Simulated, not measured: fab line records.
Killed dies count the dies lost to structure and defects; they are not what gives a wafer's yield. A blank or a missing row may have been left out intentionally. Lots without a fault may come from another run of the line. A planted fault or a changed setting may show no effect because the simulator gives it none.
Which tool is to blame? + flow gf180mcu + 14 lots, 42 wafers sampled, at 2 steps of a route of 602

WHAT EACH GAUGE READ, for each wafer
GF_V3_CD_MEAS_14: target cd 260 nm.
| lot  | measured     | on       | cdNm (nm)         |
|------|--------------|----------|-------------------|
| L797 | day 22 06:55 | cdSem-01 | 259.8 260.1 258.9 |
| L798 | day 22 16:14 | cdSem-01 | 260.5 260.9 261.1 |
| L799 | day 22 18:07 | cdSem-02 | 259.3 259.4 259.3 |
| L800 | day 23 09:31 | cdSem-02 | 260.1 259.6 260.2 |
| L803 | day 24 15:22 | cdSem-01 | 257.2 258.0 257.8 |
| L804 | day 25 21:23 | cdSem-01 | 261.6 261.2 260.9 |
| L805 | day 25 21:46 | cdSem-01 | 259.3 259.1 259.6 |
| L807 | day 26 13:17 | cdSem-02 | 260.7 260.6 260.3 |
| L808 | day 26 16:28 | cdSem-01 | 260.7 260.5 260.7 |
| L811 | day 26 23:25 | cdSem-01 | 259.7 260.3 260.3 |
| L814 | day 27 14:46 | cdSem-01 | 259.2 260.1 259.8 |
| L812 | day 27 18:50 | cdSem-01 | 261.3 261.6 261.5 |
| L813 | day 27 19:32 | cdSem-01 | 259.0 259.7 258.8 |
| L816 | day 28 07:47 | cdSem-02 | 261.5 261.7 262.2 |

GF_V3_RS_MEAS_24: a four-point-probe measurement.
| lot  | measured     | on           | V3_W_RS (ohm/sq)  |
|------|--------------|--------------|-------------------|
| L797 | day 22 08:03 | filmMetro-04 | 0.321 0.322 0.319 |
| L798 | day 22 17:16 | filmMetro-04 | 0.313 0.333 0.311 |
| L799 | day 22 19:08 | filmMetro-04 | 0.335 0.315 0.313 |
| L800 | day 23 10:33 | filmMetro-03 | 0.331 0.326 0.331 |
| L803 | day 24 16:23 | filmMetro-04 | 0.337 0.313 0.315 |
| L804 | day 25 22:28 | filmMetro-03 | 0.317 0.330 0.331 |
| L805 | day 25 22:48 | filmMetro-02 | 0.340 0.342 0.319 |
| L807 | day 26 14:22 | filmMetro-02 | 0.330 0.321 0.329 |
| L808 | day 26 17:29 | filmMetro-03 | 0.326 0.327 0.334 |
| L811 | day 27 00:27 | filmMetro-04 | 0.335 0.315 0.321 |
| L814 | day 27 15:56 | filmMetro-04 | 0.331 0.329 0.333 |
| L812 | day 27 19:53 | filmMetro-02 | 0.322 0.333 0.324 |
| L813 | day 27 20:38 | filmMetro-02 | 0.326 0.339 0.339 |
| L816 | day 28 08:51 | filmMetro-04 | 0.339 0.319 0.317 |

EACH LOT AND THE TOOL THAT RAN IT (in order: tool; ch and the chambers of the sampled wafers; start)
Record: no process step prior to these readings.

WHAT THE TOOLS THEMSELVES READ (means of the sampled wafers that have a number; where no wafer has one, the mark that the record gives instead)
The record holds no such reading with a usual standard deviation.

THE ANSWER, worked out from the rows above alone
Rule: the usual values come from the lots themselves. Put in order of their means at a reading, lots are off if they are a third of the lots or fewer, leave a main group of 4 or more, and stand apart from it by a gap of 3 or more times the standard deviation of the main group's means; of several such gaps the widest counts. The tables above print the reading to a certain number of digits; a main group whose means all agree to those digits is not used. A lot without any number at a reading at which 4 lots or more have one is off too. Any other lot the step has rows for is counted as sound. After the gauges, taken in route order, come the tools' own readings; for these a lot's mean is taken, as printed above. The first step at which some lot is off is used, and at that step the reading that is off furthest; a lot without a number counts as furthest.
None of the lots is off at any reading shown; this tells nothing.

WHAT THE SIMULATOR HAD PUT IN
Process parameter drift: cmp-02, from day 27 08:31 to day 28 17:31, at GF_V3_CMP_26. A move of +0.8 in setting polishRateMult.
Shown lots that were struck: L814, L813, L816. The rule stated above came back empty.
